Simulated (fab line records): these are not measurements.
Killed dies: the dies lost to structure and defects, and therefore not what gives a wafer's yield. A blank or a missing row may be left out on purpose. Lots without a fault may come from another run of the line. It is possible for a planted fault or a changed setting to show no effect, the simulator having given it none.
fab line records	flow sky130
record: lots: 11	wafers: 33	lastDay: 50
route steps=708 shown FIELD_ISO@18 VT_ADJUST_HVTP@93 LDD_N@247 LDD_LDN@301 PAD_OPEN@708
lots that met no fault: from a run of the same line without faults
startH: start of the lot's first displayed wafer, in hours after the record's first day	waitH: how many hours have passed since the lot's step before this one	" as in the row above	L1.1+2: a row that stands for several wafers	- no value, or no start was given	* or withheld: withheld	< > ~ a bound
route shown NAME@n: names a module that has steps shown in the file, with the first one's number in the route	usual: mean and standard deviation over wafers with no fault	same: alike in all rows	chamber/n: place in a boat	sites: each site's reading	_std_site: the values' standard deviation	_edge_site: outer sites' mean less inner sites'	radiusMm: for every site, how far away it sits from the centre of the wafer	mask NAME#n: copy n	behind: the tool/chamber that last shaped the wafer	hold: what put the lot on hold/how long, in hours/how the hold closed	device: whichever transistor did not switch (one of n, p or np)	end of line: the tests these same wafers got at the end of their route	for a step that has no rows: nothing shown but its recipe	killed: count of dies lost to structure and defects at first sort (not the wafer's yield)	map: the dies of a wafer, with x for killed, . for not killed, _ for no die there
set.NAME: the setting that was run; set.NAME@STEP: the one run at that earlier step	model.NAME: the simulator's own value behind a step, which no gauge read
route steps across a sampled set of lots; one table per step, one row per wafer
services: the hour from which a tool's chamber was out of use, counted from the record's first day as startH (under 0 if before that day), plus the number of hours and why
== steps ==
step: SKY_FIELD_ISO_ETCH_17
recipe: targetDepthA: 3420	maskMaterial: Si3N4	chemistry: HBr/Cl2/O2	target: Si	taperDeg: 5	icpW: 600	biasW: 150	pressureMtorr: 15	HBr_flow_sccm: 150	Cl2_flow_sccm: 40	O2_flow_sccm: 6	timeS: 97.7
usual: biasW: 150.0/0.4	drypumpMotorCurrentA: 5.8/0.33	oesProductAu: 0.995/0.0083	rfFwdPowerW: 596.1/1.8	throttleValvePct: 25.660/0.011
lot.wafer	tool	chamber	startH	waitH	biasW	drypumpMotorCurrentA	oesProductAu	rfFwdPowerW	rfHoursCounterH	throttleValvePct
L247.2	rieSi-02	0	36.80	0.1	149.6	5.6	1.009	594.9	14	25.660
L247.5	"	3	"	"	149.7	5.9	1.001	594.7	-	25.659
L247.6	"	2	"	"	149.6	6.2	0.998	594.9	-	25.654
L248.2	rieSi-01	2	39.85	0.1	150.4	5.6	0.971	596.5	0	25.676
L248.4	"	2	"	"	150.3	5.6	0.981	598.0	-	25.657
L248.5	"	1	"	"	149.9	6.4	1.003	597.8	-	25.678
L250.3	rieSi-02	1	48.75	0.0	149.7	5.8	0.996	594.9	107	25.666
L250.5	"	2	"	"	149.8	6.2	0.988	595.4	-	25.671
L250.6	"	3	"	"	150.4	5.9	0.985	595.2	-	25.659
L256.2	rieSi-01	2	83.10	0.1	150.3	5.5	0.986	596.6	1	25.661
L256.5	"	2	"	"	149.9	5.5	0.982	597.1	-	25.681
L256.6	"	1	"	"	150.0	6.4	0.993	598.1	-	25.667
L260.3	rieSi-01	0	101.00	0.0	149.7	5.5	1.004	594.6	4	25.665
L260.4	"	2	"	"	150.6	5.5	0.991	596.9	1	25.667
L260.6	"	1	"	"	150.2	6.4	0.993	598.8	-	25.659
L261.1	rieSi-01	0	106.65	0.1	149.6	5.5	0.992	600.5	4	25.662
L261.5	"	0	"	"	149.7	5.5	0.996	595.1	-	25.669
L261.6	"	1	"	"	148.9	6.4	0.997	601.7	-	25.661
L262.2	rieSi-01	1	112.65	0.1	149.9	6.4	0.980	597.8	89	25.672
L262.3	"	2	"	"	150.0	5.5	0.977	600.3	1	25.658
L262.4	"	0	"	"	149.9	5.5	0.984	594.7	5	25.662
L264.1	rieSi-02	1	123.65	0.1	150.2	5.8	0.998	596.8	108	25.658
L264.4	"	3	"	"	149.7	5.9	0.991	596.7	57	25.657
L264.6	"	1	"	"	150.8	5.8	1.000	597.2	-	25.650
L266.3	rieSi-01	1	133.85	0.0	150.1	6.4	0.991	597.6	90	25.672
L266.4	"	3	"	"	149.9	5.4	1.000	597.2	67	25.680
L266.6	"	1	"	"	150.5	6.4	0.991	599.0	-	25.646
L268.1	rieSi-02	0	144.56	0.1	149.8	5.7	1.005	595.9	15	25.659
L268.4	"	1	"	"	150.1	5.8	0.996	597.3	108	25.661
L268.6	"	3	"	"	150.5	5.9	0.991	597.0	-	25.645
L269.3	rieSi-02	0	149.46	0.0	149.7	5.6	1.000	595.8	15	25.661
L269.5	"	0	"	"	149.8	5.7	0.990	597.3	-	25.637
L269.6	"	1	"	"	149.9	5.8	0.992	595.0	-	25.660
step: SKY_VT_ADJUST_HVTP_OVL_MEAS_08
usual: VT_ADJUST_HVTP_OVL: 0.0/1.2
lot.wafer	tool	chamber	startH	waitH	VT_ADJUST_HVTP_OVL[nm]
L247.2	overlay-01	-	130.22	0.1	0.4
L247.5	"	-	"	"	0.1
L247.6	"	-	"	"	-3.0
L248.2	overlay-01	-	134.61	0.1	-0.9
L248.4	"	-	"	"	-1.0
L248.5	"	-	"	"	-0.7
L250.3	overlay-01	-	148.67	0.1	1.7
L250.5	"	-	"	"	-0.8
L250.6	"	-	"	"	1.4
L256.2	overlay-02	-	187.22	0.1	0.8
L256.5	"	-	"	"	-0.4
L256.6	"	-	"	"	0.1
L260.3	overlay-02	-	209.81	0.1	-0.7
L260.4	"	-	"	"	1.4
L260.6	"	-	"	"	-0.2
L261.1	overlay-02	-	216.80	0.1	0.9
L261.5	"	-	"	"	1.0
L261.6	"	-	"	"	1.5
L262.2	overlay-02	-	222.06	0.1	-1.5
L262.3	"	-	"	"	-2.4
L262.4	"	-	"	"	-0.5
L264.1	overlay-01	-	238.89	0.1	0.7
L264.4	"	-	"	"	1.5
L264.6	"	-	"	"	-0.1
L266.3	overlay-01	-	252.82	0.1	-1.1
L266.4	"	-	"	"	0.4
L266.6	"	-	"	"	-0.2
L268.1	overlay-01	-	261.47	0.1	1.1
L268.4	"	-	"	"	2.1
L268.6	"	-	"	"	1.3
L269.3	overlay-02	-	292.72	0.1	-0.3
L269.5	"	-	"	"	0.7
L269.6	"	-	"	"	-2.2
step: SKY_LDD_N_IMPLANT_10
recipe: species: As	energyKev: 20	doseCm2: 7.5e+13	tiltDeg: withheld	rotationDeg: 203
usual: beamOnS: 10.00/0.21
lot.wafer	tool	chamber	startH	waitH	beamOnS
L247.2	implanter-02	0	413.70	0.1	10.12
L247.5	"	0	"	"	10.03
L247.6	"	0	"	"	10.06
L248.2	implanter-01	0	417.69	0.1	10.16
L248.4	"	0	"	"	10.47
L248.5	"	0	"	"	10.28
L248.2	implanter-01	0	418.01	0.3	9.73
L248.4	"	0	"	"	9.99
L248.5	"	0	"	"	10.13
L250.3	implanter-01	0	440.76	0.1	9.59
L250.5	"	0	"	"	9.88
L250.6	"	0	"	"	10.13
L250.3	implanter-01	0	441.08	0.3	10.09
L250.5	"	0	"	"	10.16
L250.6	"	0	"	"	10.24
L256.2	implanter-02	0	495.70	0.1	9.69
L256.5	"	0	"	"	9.88
L256.6	"	0	"	"	10.23
L256.2	implanter-02	0	496.02	0.3	10.02
L256.5	"	0	"	"	9.80
L256.6	"	0	"	"	9.96
L260.3	implanter-01	0	523.33	0.1	10.35
L260.4	"	0	"	"	10.06
L260.6	"	0	"	"	10.02
L261.1	implanter-04	0	536.32	0.1	10.37
L261.5	"	0	"	"	9.95
L261.6	"	0	"	"	9.75
L262.2	implanter-04	0	544.24	0.1	10.42
L262.3	"	0	"	"	10.02
L262.4	"	0	"	"	9.81
L264.1	implanter-04	0	566.98	0.1	9.94
L264.4	"	0	"	"	10.34
L264.6	"	0	"	"	9.95
L266.3	implanter-04	0	582.22	0.1	9.91
L266.4	"	0	"	"	10.15
L266.6	"	0	"	"	10.29
L268.1	implanter-02	0	605.07	0.1	9.84
L268.4	"	0	"	"	9.73
L268.6	"	0	"	"	9.74
L269.3	implanter-02	0	623.56	0.1	10.09
L269.5	"	0	"	"	10.09
L269.6	"	0	"	"	9.97
step: SKY_LDD_N_STRIP_16
recipe: chemistry: O2/N2	powerW: 1400	pressureMtorr: 1500	platenTempC: withheld	o2FlowSccm: 3000	n2FlowSccm: 300	overashFraction: 0.5
usual: drypumpMotorCurrentA: 5.7/0.49	oesProductAu: 0.406/0.0046	stripTimeToEndpointS: 4.311/0.016
lot.wafer	tool	chamber	startH	waitH	drypumpMotorCurrentA	oesProductAu	rfHoursCounterH	stripTimeToEndpointS
L247.2	plasmaAsher-02	1	414.58	0.1	6.1	0.395	29	4.295
L247.5	"	0	"	"	5.0	0.402	-	4.314
L247.6	"	1	"	"	6.1	0.408	-	4.306
L248.2	plasmaAsher-03	0	418.88	0.1	5.2	0.408	70	4.529
L248.4	"	0	"	"	5.2	0.406	-	4.516
L248.5	"	1	"	"	6.1	0.402	-	4.499
L250.3	plasmaAsher-01	0	442.06	0.2	6.4	0.405	-	4.530
L250.5	"	1	"	"	5.6	0.412	-	4.541
L250.6	"	0	"	"	6.3	0.412	-	4.535
L256.2	plasmaAsher-02	0	496.89	0.1	5.0	0.408	37	4.526
L256.5	"	1	"	"	6.1	0.399	-	4.526
L256.6	"	0	"	"	5.0	0.403	-	4.509
L260.3	plasmaAsher-02	1	524.21	0.1	6.1	0.402	-	4.288
L260.4	"	0	"	"	5.0	0.409	-	4.286
L260.6	"	0	"	"	5.0	0.407	-	4.307
L261.1	plasmaAsher-02	1	537.22	0.1	6.1	0.409	41	4.329
L261.5	"	0	"	"	5.0	0.407	-	4.309
L261.6	"	1	"	"	6.1	0.418	-	4.316
L262.2	plasmaAsher-03	1	545.12	0.1	6.1	0.407	83	4.291
L262.3	"	0	"	"	5.2	0.407	-	4.296
L262.4	"	1	"	"	6.1	0.400	-	4.285
L264.1	plasmaAsher-02	0	567.88	0.1	5.0	0.404	44	4.324
L264.4	"	1	"	"	6.1	0.407	-	4.319
L264.6	"	1	"	"	6.1	0.411	-	4.321
L266.3	plasmaAsher-02	1	583.10	0.1	6.1	0.409	-	4.320
L266.4	"	0	"	"	5.0	0.407	-	4.313
L266.6	"	0	"	"	5.0	0.404	-	4.304
L268.1	plasmaAsher-01	0	605.97	0.1	6.4	0.410	18	4.314
L268.4	"	1	"	"	5.7	0.414	-	4.324
L268.6	"	1	"	"	5.7	0.408	-	4.325
L269.3	plasmaAsher-03	1	624.45	0.1	6.1	0.407	-	4.316
L269.5	"	1	"	"	6.1	0.403	-	4.308
L269.6	"	0	"	"	5.2	0.401	-	4.314
step: SKY_LDD_N_TW_MEAS_17
usual: LDD_N_TW: 2583/31
lot.wafer	tool	chamber	startH	waitH	LDD_N_TW
L247.2	filmMetro-02	-	414.69	0.1	2618
L247.5	"	-	"	"	2618
L247.6	"	-	"	"	2607
L248.2	filmMetro-02	-	418.99	0.1	2708
L248.4	"	-	"	"	2713
L248.5	"	-	"	"	2721
L250.3	filmMetro-02	-	442.15	0.1	2721
L250.5	"	-	"	"	2734
L250.6	"	-	"	"	2719
L256.2	filmMetro-03	-	497.00	0.1	2640
L256.5	"	-	"	"	2644
L256.6	"	-	"	"	2638
L260.3	filmMetro-03	-	524.30	0.1	2558
L260.4	"	-	"	"	2554
L260.6	"	-	"	"	2549
L261.1	filmMetro-04	-	537.32	0.1	2582
L261.5	"	-	"	"	2601
L261.6	"	-	"	"	2583
L262.2	filmMetro-04	-	545.23	0.1	2585
L262.3	"	-	"	"	2593
L262.4	"	-	"	"	2584
L264.1	filmMetro-04	-	567.98	0.1	2596
L264.4	"	-	"	"	2578
L264.6	"	-	"	"	2578
L266.3	filmMetro-03	-	583.19	0.1	2550
L266.4	"	-	"	"	2526
L266.6	"	-	"	"	2543
L268.1	filmMetro-02	-	606.07	0.1	2611
L268.4	"	-	"	"	2592
L268.6	"	-	"	"	2606
L269.3	filmMetro-02	-	624.53	0.1	2601
L269.5	"	-	"	"	2600
L269.6	"	-	"	"	2597
step: SKY_LDD_LDN_STRIP_12
recipe: chemistry: O2/N2	powerW: 1400	pressureMtorr: 1500	platenTempC: withheld	o2FlowSccm: 3000	n2FlowSccm: 300	overashFraction: 0.5
usual: drypumpMotorCurrentA: 5.7/0.49	oesProductAu: 0.716/0.0045	stripTimeToEndpointS: 14.19/0.037
lot.wafer	tool	chamber	startH	waitH	drypumpMotorCurrentA	oesProductAu	rfHoursCounterH	stripTimeToEndpointS
L247.2	plasmaAsher-01	0	537.56	0.1	6.3	0.719	11	14.15
L247.5	"	0	"	"	6.3	0.706	-	14.22
L247.6	"	1	"	"	5.6	0.717	-	14.19
L248.2	plasmaAsher-02	1	541.03	0.1	6.1	0.722	42	14.13
L248.4	"	1	"	"	6.1	0.709	-	14.15
L248.5	"	1	"	"	6.1	0.718	-	14.12
L250.3	plasmaAsher-02	1	563.70	0.1	6.1	0.718	-	14.18
L250.5	"	0	"	"	5.0	0.709	-	14.21
L250.6	"	1	"	"	6.1	0.722	-	14.20
L256.2	plasmaAsher-03	0	615.07	0.1	5.3	0.722	90	14.19
L256.5	"	1	"	"	6.0	0.719	-	14.19
L256.6	"	0	"	"	5.2	0.712	-	14.20
L260.3	plasmaAsher-01	1	640.71	0.1	5.7	0.714	-	14.29
L260.4	"	0	"	"	6.3	0.718	-	14.25
L260.6	"	1	"	"	5.7	0.718	-	14.24
L261.1	plasmaAsher-01	0	652.68	0.1	6.3	0.711	23	14.19
L261.5	"	0	"	"	6.3	0.714	-	14.26
L261.6	"	1	"	"	5.7	0.721	-	14.23
L262.2	plasmaAsher-03	1	661.57	0.1	6.1	0.708	95	14.20
L262.3	"	0	"	"	5.2	0.714	-	14.18
L262.4	"	1	"	"	6.0	0.718	-	14.16
L264.1	plasmaAsher-01	1	683.43	0.1	5.6	0.718	26	14.19
L264.4	"	0	"	"	6.3	0.718	-	14.25
L264.6	"	0	"	"	6.4	0.718	-	14.21
L266.3	plasmaAsher-02	1	698.66	0.1	6.1	0.722	-	14.20
L266.4	"	0	"	"	5.0	0.715	-	14.23
L266.6	"	0	"	"	5.0	0.713	-	14.19
L268.1	plasmaAsher-03	1	718.42	0.1	6.0	0.710	101	14.13
L268.4	"	0	"	"	5.2	0.710	-	14.19
L268.6	"	1	"	"	6.1	0.708	-	14.16
L269.3	plasmaAsher-02	1	737.80	0.1	6.1	0.713	-	14.18
L269.5	"	0	"	"	5.0	0.713	-	14.19
L269.6	"	1	"	"	6.1	0.709	-	14.16
step: SKY_PAD_OPEN_PROBE_99
usual: killed_at_M0_to_M3: 45/6.8	killed_at_M4_up: 3.1/2	killedAtContacts: 23/5.2	killedAtFrontEnd: 14/3.7	killedAtOther: 0.3/0.61	killedDies: 86/9	killedOnRim: 17/3.9	killedOpen: 46/6.9	killedShort: 39/6.4
same: grossDies: 492	killedAtBackSide: 0
lot.wafer	tool	chamber	startH	waitH	killed_at_M0_to_M3	killed_at_M4_up	killedAtContacts	killedAtFrontEnd	killedAtOther	killedDies	killedOnRim	killedOpen	killedShort
L262.2	prober-01	-	1165.35	0.1	33	3	34	18	0	88	17	48	40
L262.3	prober-01	-	1165.40	0.2	47	6	22	15	2	92	18	53	39
L262.4	prober-01	-	1165.45	0.2	44	2	29	19	0	94	14	50	44
L268.1	prober-02	-	1199.06	0.1	55	8	16	14	2	95	15	46	46
L268.4	prober-02	-	1199.21	0.2	39	4	26	17	0	86	22	41	43
L268.6	prober-02	-	1199.31	0.2	49	6	25	13	0	93	20	48	43
killed by level:class
L262.2 VIA1:geometricParticle:open=11 CONTACT:geometricParticle:open=9 FIELD_ISO:geometricParticle:short=8 LI_CONTACT:geometricParticle:open=8 LOCAL_INTERCONNECT:geometricParticle:short=7 CONTACT:geometricParticle:short=5 METAL2:geometricParticle:short=5 VIA2:geometricParticle:open=5
L262.3 LI_CONTACT:geometricParticle:open=9 FIELD_ISO:geometricParticle:open=8 CONTACT:geometricParticle:open=8 VIA1:geometricParticle:open=7 METAL1:geometricParticle:short=7 VIA2:geometricParticle:short=7 VIA3:geometricParticle:open=7 VIA2:geometricParticle:open=6
L262.4 CONTACT:geometricParticle:open=14 VIA1:geometricParticle:open=7 VIA3:geometricParticle:open=7 VIA1:geometricParticle:short=6 METAL2:geometricParticle:short=6 FIELD_ISO:geometricParticle:open=5 FIELD_ISO:geometricParticle:short=5 CONTACT:geometricParticle:short=5
L268.1 VIA1:geometricParticle:open=17 METAL1:geometricParticle:short=7 POLY_GATE:geometricParticle:short=6 METAL2:geometricParticle:short=6 LI_CONTACT:geometricParticle:open=5 VIA3:geometricParticle:open=5 VIA3:geometricParticle:short=5 CONTACT:geometricParticle:open=4
L268.4 CONTACT:geometricParticle:open=9 VIA1:geometricParticle:short=8 METAL2:geometricParticle:short=8 LI_CONTACT:geometricParticle:open=7 VIA1:geometricParticle:open=5 FIELD_ISO:geometricParticle:short=4 POLY_GATE:geometricParticle:short=4 POLY_GATE:geometricParticle:open=4
L268.6 VIA1:geometricParticle:open=13 METAL1:geometricParticle:short=12 LI_CONTACT:geometricParticle:open=9 VIA2:geometricParticle:open=8 CONTACT:geometricParticle:open=7 CONTACT:geometricParticle:short=5 VIA1:geometricParticle:short=5 FIELD_ISO:geometricParticle:short=4
== services ==
tool	chamber	startH	hours	kind
implanter-01	-	32.45	3.9	pm
rieSi-01	0	39.77	12.8	repair
plasmaAsher-01	-	80.04	0.5	repair
plasmaAsher-02	-	106.94	0.5	repair
plasmaAsher-02	-	108.75	9.0	pm
plasmaAsher-03	-	174.20	0.9	repair
rieSi-01	-	198.38	0.1	repair
plasmaAsher-03	-	237.18	1.0	repair
rieSi-01	2	308.80	6.0	repair
rieSi-01	3	329.02	13.1	repair
plasmaAsher-01	-	340.88	14.6	pm
plasmaAsher-03	-	378.43	1.0	repair
plasmaAsher-03	-	396.92	2.8	pm
plasmaAsher-03	-	409.34	1.6	repair
rieSi-01	-	420.97	0.2	repair
plasmaAsher-01	-	421.25	9.0	pm
rieSi-01	1	448.64	4.5	repair
rieSi-01	1	467.24	1.5	repair
plasmaAsher-03	-	485.90	5.9	repair
plasmaAsher-02	-	514.41	2.8	pm
plasmaAsher-01	-	545.91	7.1	repair
plasmaAsher-02	-	581.25	0.8	repair
plasmaAsher-02	-	589.04	14.1	repair
plasmaAsher-03	-	733.75	9.0	pm
== key ==
firstSign: step: SKY_LDD_N_IMPLANT_10	reading: visit	direction: added
effect: step: SKY_LDD_N_STRIP_16	reading: stripTimeToEndpointS	direction: up	sigmas: 13	usual: *	struck: *
effect: step: SKY_LDD_N_TW_MEAS_17	reading: LDD_N_TW	direction: up	sigmas: 3.6	usual: 2583	struck: 2693
metAt SKY_LDD_N_IMPLANT_10
struckLots L248,L250,L256
testerLeftOut L248,L250,L256
notActingAt SKY_FIELD_ISO_ETCH_17,SKY_VT_ADJUST_HVTP_OVL_MEAS_08,SKY_LDD_LDN_STRIP_12
fault: kind: repeatedStepWhole	tool: implanter-01,implanter-02,implanter-04	chamber: -	onsetH: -	steps: SKY_LDD_N_IMPLANT_10	times: 1	scope: struckLotsOnly
testerLeftOut: of these lots the tester's yield and bins aren't shown, on N5 and GAA mostly nor the transistor test; their killed dies are dies lost to structure and defects alone, not to doping, threshold or leakage, so they don't give the yield
